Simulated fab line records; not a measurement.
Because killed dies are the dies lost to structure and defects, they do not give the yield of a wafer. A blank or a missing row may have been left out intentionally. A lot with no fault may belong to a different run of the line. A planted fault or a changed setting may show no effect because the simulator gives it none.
The tool behind it: which one? ; flow sky130 ; Sampling: 12 lots, 36 wafers, 5 of 708 route steps

## WHAT THE GAUGES SHOWED, per wafer
No reading from a measuring or inspecting step in the record can be judged against a usual standard deviation.

## WHICH TOOL RAN EACH LOT (tool, then ch and the chambers of the sampled wafers, then the start)
lot;SKY_SONOS_ONO_STRIP_17;SKY_VIA3_CMP_02;SKY_METAL4_SPUTTER_00;SKY_METAL5_STRIP_16;SKY_PAD_OPEN_PROBE_99
L485;plasma_asher-02 ch 1, day 12 11:01;cmp-01 ch 0,2,3, day 38 11:12;pvd_sputter-04, day 39 14:18;plasma_asher-03 ch 0,1, day 43 16:39;-
L486;plasma_asher-02 ch 0,1, day 13 03:02;cmp-02 ch 1,2, day 38 23:58;pvd_sputter-04, day 40 02:02;plasma_asher-03 ch 0,1, day 44 03:25;-
L487;plasma_asher-01 ch 0,1, day 13 08:04;cmp-01 ch 0,1, day 39 05:02;pvd_sputter-04, day 40 07:40;plasma_asher-03 ch 0,1, day 44 10:27;-
L490;plasma_asher-04 ch 0, day 14 09:26;cmp-02 ch 0,1, day 40 05:14;pvd_sputter-01, day 41 08:00;plasma_asher-02 ch 0,1, day 45 08:09;-
L493;plasma_asher-02 ch 0,1, day 15 10:11;cmp-01 ch 0,1,2, day 41 05:20;pvd_sputter-02, day 42 06:24;plasma_asher-02 ch 0,1, day 46 03:08;-
L495;plasma_asher-02 ch 0,1, day 15 23:26;cmp-01 ch 0,2,3, day 41 12:43;pvd_sputter-01, day 42 13:55;plasma_asher-01 ch 0,1, day 46 09:26;prober-02, day 48 05:22
L496;plasma_asher-02 ch 0,1, day 16 08:59;cmp-02 ch 0,2,3, day 41 21:15;pvd_sputter-04, day 42 22:50;plasma_asher-03 ch 0,1, day 46 16:46;prober-01, day 48 11:27
L503;plasma_asher-01 ch 1, day 18 17:51;cmp-01 ch 0,2, day 43 19:19;pvd_sputter-01, day 44 20:06;plasma_asher-02 ch 0,1, day 48 08:24;-
L504;plasma_asher-01 ch 0,1, day 19 05:29;cmp-01 ch 0,1, day 44 03:49;pvd_sputter-04, day 45 03:31;plasma_asher-02 ch 0,1, day 48 15:41;-
L505;plasma_asher-04 ch 0,1, day 19 15:12;cmp-02 ch 1,2,3, day 44 11:17;pvd_sputter-02, day 45 11:00;plasma_asher-01 ch 0,1, day 48 20:34;-
L506;plasma_asher-02 ch 0,1, day 19 21:36;cmp-01 ch 0,3, day 44 16:02;pvd_sputter-01, day 45 15:27;plasma_asher-03 ch 0,1, day 49 01:56;-
L507;plasma_asher-02 ch 0,1, day 20 03:07;cmp-02 ch 0,2, day 44 23:57;pvd_sputter-04, day 45 23:01;plasma_asher-01 ch 0, day 49 06:30;-
- SKY_SONOS_ONO_STRIP_17: strips in O2/N2.
- SKY_VIA3_CMP_02: polishes SiO2.
- SKY_METAL4_SPUTTER_00: material Ti, target thk 15 nm, time 10 s.
- SKY_METAL5_STRIP_16: strips in O2/N2.
- SKY_PAD_OPEN_PROBE_99

## WHAT THE TOOLS THEMSELVES READ (means of the sampled wafers that have a number; where no wafer has one, the mark that the record gives instead)
SKY_SONOS_ONO_STRIP_17. Usual: drypump_motor_current_A 5.8 A, standard deviation 0.34; o2_flow_sccm 3001 sccm, standard deviation 9.2; oes_product_au 0.710 a.u., standard deviation 0.0047; strip_time_to_endpoint_s 14.12 s, standard deviation 0.044.
lot;tool;drypump_motor_current_A (A);o2_flow_sccm (sccm);oes_product_au (a.u.);strip_time_to_endpoint_s (s);flag
L485;plasma_asher-02;5.9;2992;0.714;14.07;
L486;plasma_asher-02;5.7;3003;0.712;14.10;
L487;plasma_asher-01;5.8;3000;0.706;14.10;
L490;plasma_asher-04;5.4;2998;0.713;14.11;
L493;plasma_asher-02;5.8;2998;0.711;14.12;
L495;plasma_asher-02;5.7;2997;0.712;14.19;
L496;plasma_asher-02;5.7;2997;0.715;14.15;
L503;plasma_asher-01;5.6;3004;0.709;14.09;
L504;plasma_asher-01;5.9;2998;0.707;14.17;
L505;plasma_asher-04;5.8;2999;0.705;14.13;
L506;plasma_asher-02;5.8;3005;0.707;14.21;
L507;plasma_asher-02;5.8;3001;0.714;14.15;

SKY_VIA3_CMP_02. Usual: motor_current_A 11.6 A, standard deviation 1.4; retaining_ring_pressure_frac 1.000, standard deviation 0.0046.
lot;tool;motor_current_A (A);retaining_ring_pressure_frac;flag
L485;cmp-01;11.0;1.002;
L486;cmp-02;11.4;0.998;
L487;cmp-01;12.2;1.000;
L490;cmp-02;12.5;1.001;
L493;cmp-01;10.8;1.004;
L495;cmp-01;11.1;0.996;
L496;cmp-02;11.9;1.003;
L503;cmp-01;10.9;1.000;
L504;cmp-01;11.5;1.001;
L505;cmp-02;12.4;0.995;
L506;cmp-01;11.2;0.996;
L507;cmp-02;11.8;1.002;

SKY_METAL4_SPUTTER_00. Usual: chamber_pressure_pa 0.4000 Pa, standard deviation 0.00075; throttle_valve_pct 29.7 %, standard deviation 1.2.
lot;tool;chamber_pressure_pa (Pa);throttle_valve_pct (%);flag
L485;pvd_sputter-04;0.3997;29.4;
L486;pvd_sputter-04;0.3996;29.4;
L487;pvd_sputter-04;0.4008;29.6;
L490;pvd_sputter-01;0.4009;29.3;
L493;pvd_sputter-02;0.4004;30.4;
L495;pvd_sputter-01;0.4000;30.3;
L496;pvd_sputter-04;0.3999;29.3;
L503;pvd_sputter-01;0.4001;30.4;
L504;pvd_sputter-04;0.3999;29.3;
L505;pvd_sputter-02;0.3995;30.6;
L506;pvd_sputter-01;0.4001;28.9;
L507;pvd_sputter-04;0.3995;28.8;

SKY_METAL5_STRIP_16. Usual: drypump_motor_current_A 6.0 A, standard deviation 0.34; o2_flow_sccm 2999 sccm, standard deviation 9.3; oes_product_au 0.711 a.u., standard deviation 0.0045; strip_time_to_endpoint_s 13.09 s, standard deviation 0.093.
lot;tool;drypump_motor_current_A (A);o2_flow_sccm (sccm);oes_product_au (a.u.);strip_time_to_endpoint_s (s);flag
L485;plasma_asher-03;6.4;2987;0.710;13.20;
L486;plasma_asher-03;6.4;3002;0.710;13.22;
L487;plasma_asher-03;6.4;3002;0.713;12.98;
L490;plasma_asher-02;5.8;2996;0.714;13.06;
L493;plasma_asher-02;5.6;3001;0.708;13.20;
L495;plasma_asher-01;5.7;2993;0.710;12.99;
L496;plasma_asher-03;6.4;2997;0.711;13.08;
L503;plasma_asher-02;5.8;2995;0.710;13.10;
L504;plasma_asher-02;5.8;3003;0.714;13.19;
L505;plasma_asher-01;5.9;3003;0.713;13.11;
L506;plasma_asher-03;6.4;3001;0.711;13.16;
L507;plasma_asher-01;6.0;3005;0.711;13.05;

SKY_PAD_OPEN_PROBE_99. Usual: killed_at_M0_to_M3 45, standard deviation 6.8; killed_at_M4_up 3.0, standard deviation 1.7; killed_at_contacts 25, standard deviation 5.7; killed_at_front_end 15, standard deviation 4.6; killed_at_other 0.3, standard deviation 0.66; killed_dies 88, standard deviation 9.5; killed_open 48, standard deviation 7.3; killed_short 39, standard deviation 6.5.
lot;tool;killed_at_M0_to_M3;killed_at_M4_up;killed_at_contacts;killed_at_front_end;killed_at_other;killed_dies;killed_open;killed_short;flag
L495;prober-02;39;2.3;21;40;0.3;103;43;33;OFF
L496;prober-01;48;4.0;17;41;0.3;111;46;41;OFF

## THE ANSWER, worked out from the rows above alone
Rule: take the mean of a lot's wafers that have a number; if it is more than 3 standard deviations from the usual mean, the lot is off. A lot without any number at a reading at which 4 lots or more have one is off too. All remaining lots with rows at the step are treated as sound. First the gauges in route order, then the tools' own readings, where a lot's mean is used as printed above. The first step at which some lot is off is used, and at that step the reading that is off furthest; a lot without a number counts as furthest.
Off: L495, L496 (SKY_PAD_OPEN_PROBE_99, killed_at_front_end). Neither off nor sound, because the step has no rows for them: L485, L486, L487, L490, L493, L503, L504, L505, L506, L507.
A tool fits if, at that step or a process step before it, it ran every lot that is off, and no sound lot after the first of them. One fits: plasma_asher-02 at SKY_SONOS_ONO_STRIP_17. It ran no sound lot before its first lot that is off in this sample, so the start can't be narrowed down.

## WHAT HAD BEEN PUT IN BY THE SIMULATOR
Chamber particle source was plasma_asher-02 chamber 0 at SKY_SONOS_ONO_STRIP_17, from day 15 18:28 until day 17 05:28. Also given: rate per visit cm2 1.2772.
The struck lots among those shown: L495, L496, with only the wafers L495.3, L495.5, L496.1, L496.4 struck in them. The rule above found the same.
